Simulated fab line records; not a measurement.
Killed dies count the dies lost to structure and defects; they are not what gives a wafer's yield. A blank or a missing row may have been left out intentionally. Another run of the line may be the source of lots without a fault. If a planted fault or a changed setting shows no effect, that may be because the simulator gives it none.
Comparing a struck lot with a sound one + flow sfq_line + 21 steps out of a route of 325
Sound: the wafers L561.3, L561.4, L561.5. Struck: wafer L564.4. (L564.1 of the same lot was not struck and is left out.) The cause comes at the end.
Per side, at each step with rows, come the tool, then ch with its chambers, and then its first start. Under that, the readings that differ: sound wafers + struck wafers + difference of the means + sigmas: that difference in standard deviations of wafers without a fault.
alike: readings with means less than 2 such deviations apart, plus words and numbers identical on both sides. not compared: withheld readings, readings lacking a value on some wafer, bounds such as >300 that could conceal the same value, and numbers that have no deviation in the record and whose values overlap.
A row with sigmas, a row that says differs or no value, or rows on one side alone: a step with any of these is where the two part. Non-overlapping numbers with no deviation appear without sigmas and do not part them. Lack of a reading on every wafer of one side parts them only where that side has two or more wafers.

SFQ_TRILAYER_I4_VIA_BARC_OPEN_VIA_ETCH_146: etches BARC in O2, target depth 125 nm, time 41.7 s.
  sound on rie_diel-03 ch 0,1,2, day 57 08:56; struck on rie_diel-03 ch 0, day 58 07:44
| reading               | sound             | struck | difference | sigmas |
|-----------------------|-------------------|--------|------------|--------|
| oes_product_au (a.u.) | 0.686 0.686 0.678 | 0.674  | -0.009     | -2     |
  alike: drypump_motor_current_A
  not compared: rf_hours_counter_h
then, 1 step without rows for these wafers: SFQ_TRILAYER_I4_VIA_ETCH_VIA_ETCH_106 (etches SiO2 in CHF3, stops on Nb, target depth 260 nm).
SFQ_TRILAYER_I4_VIA_STRIP_STRIP_107: strips in O2.
  sound on rie_metal-04 ch 0,1, day 57 09:17; struck on rie_metal-04 ch 0, day 58 07:53
  alike: drypump_motor_current_A, oes_product_au
  not compared: rf_hours_counter_h
then, 3 steps without rows for these wafers: SFQ_TRILAYER_I4_VIA_STRIP_SOLV_CLEAN_108 (cleans in NMP, time 600 s); SFQ_TRILAYER_JJ_TRILAYER_DEP_PRE_CLEAN_113 (time 22.5 s); SFQ_TRILAYER_JJ_TRILAYER_DEP_SPUTTER_109 (material Nb, target thk 150 nm, time 100 s).
SFQ_TRILAYER_JJ_TRILAYER_DEP_SPUTTER_110: material Al, target thk 8 nm, time 10 s.
  sound on pvd_sputter-03, day 57 09:58; struck on pvd_sputter-04, day 58 08:46
  alike: throttle_valve_pct
then, 2 steps without rows for these wafers: SFQ_TRILAYER_JJ_TRILAYER_DEP_AL_OXIDATION_111 (oxidation time 600 s); SFQ_TRILAYER_JJ_TRILAYER_DEP_SPUTTER_112 (material Nb, target thk 170 nm, time 113.3 s).
SFQ_JJ_RS_MEAS_929: measures by four-point-probe.
  sound on film_metro-03, day 57 11:06; struck on film_metro-04, day 58 09:52
| reading           | sound             | struck | difference | sigmas |
|-------------------|-------------------|--------|------------|--------|
| JJ_NB_RS (ohm/sq) | 1.058 1.057 1.055 | 1.032  | -0.025     | -2     |
then, 1 step without rows for these wafers: SFQ_TRILAYER_JJ_CE_LITHO_COAT_119 (resist thk 62 nm).
SFQ_TRILAYER_JJ_CE_LITHO_COAT_114: resist thk 600 nm.
  sound on litho_track-01 ch 0, day 57 11:38; struck on litho_track-01 ch 0, day 58 10:20
| reading                                                | sound           | struck | difference | sigmas |
|--------------------------------------------------------|-----------------|--------|------------|--------|
| model.KrF_of_TRILAYER_JJ_CE_LITHO_COAT_114.thk_nm (nm) | 599.5 599.8 600 | 621.7  | +21.9      |        |
  alike: chill_plate_temp_C
then, 4 steps without rows for these wafers: SFQ_TRILAYER_JJ_CE_LITHO_SOFTBAKE_118; SFQ_TRILAYER_JJ_CE_LITHO_EXPOSE_115 (exposes mask J5, target cd 700 nm); SFQ_TRILAYER_JJ_CE_LITHO_PEB_117 (peb time 60 s); SFQ_TRILAYER_JJ_CE_LITHO_DEVELOP_116 (time 60 s).
-- the record jumps here: 3 days lie between the struck wafers' starts before and after --
SFQ_JJ_OVL_MEAS_931:
  sound on overlay-01, day 60 19:05; struck on overlay-02, day 61 17:53
  alike: J5_OVL
SFQ_TRILAYER_JJ_CE_METRO_MEASURE_117:
  sound on cd_sem-02, day 60 19:31; struck on cd_sem-02, day 61 17:55
  alike: cd_nm
SFQ_TRILAYER_JJ_CE_BARC_OPEN_RIE_150: chemistry O2, target BARC, target depth 240 nm, time 80 s.
  sound on rie_metal-04 ch 0,1, day 60 20:20; struck on rie_metal-04 ch 0, day 61 19:07
  alike: drypump_motor_current_A, oes_product_au
  not compared: rf_hours_counter_h
SFQ_TRILAYER_JJ_CE_ETCH_RIE_118: chemistry SF6, target Nb, stops on Al2O3, time 97.7 s, target depth 170 nm.
  sound on rie_metal-04 ch 0,1, day 60 20:26; struck on rie_metal-04 ch 0, day 61 19:12
| reading                                                | sound             | struck | difference | sigmas |
|--------------------------------------------------------|-------------------|--------|------------|--------|
| model.KrF_of_TRILAYER_JJ_CE_LITHO_COAT_114.thk_nm (nm) | 478.7 474.6 475.2 | 501.3  | +25.1      |        |
  alike: drypump_motor_current_A, oes_product_au
  not compared: rf_hours_counter_h
then, 1 step without rows for these wafers: SFQ_TRILAYER_JJ_ANODIZE_ANODIZE_119.

WHERE THEY PART
Last at SFQ_JJ_RS_MEAS_929 as far as this record goes, first at SFQ_TRILAYER_I4_VIA_BARC_OPEN_VIA_ETCH_146. Later steps at which nothing parts them and some readings are alike: SFQ_TRILAYER_JJ_CE_LITHO_COAT_114, SFQ_JJ_OVL_MEAS_931, SFQ_TRILAYER_JJ_CE_METRO_MEASURE_117, SFQ_TRILAYER_JJ_CE_BARC_OPEN_RIE_150, SFQ_TRILAYER_JJ_CE_ETCH_RIE_118.

WHY: whatever the simulator had introduced
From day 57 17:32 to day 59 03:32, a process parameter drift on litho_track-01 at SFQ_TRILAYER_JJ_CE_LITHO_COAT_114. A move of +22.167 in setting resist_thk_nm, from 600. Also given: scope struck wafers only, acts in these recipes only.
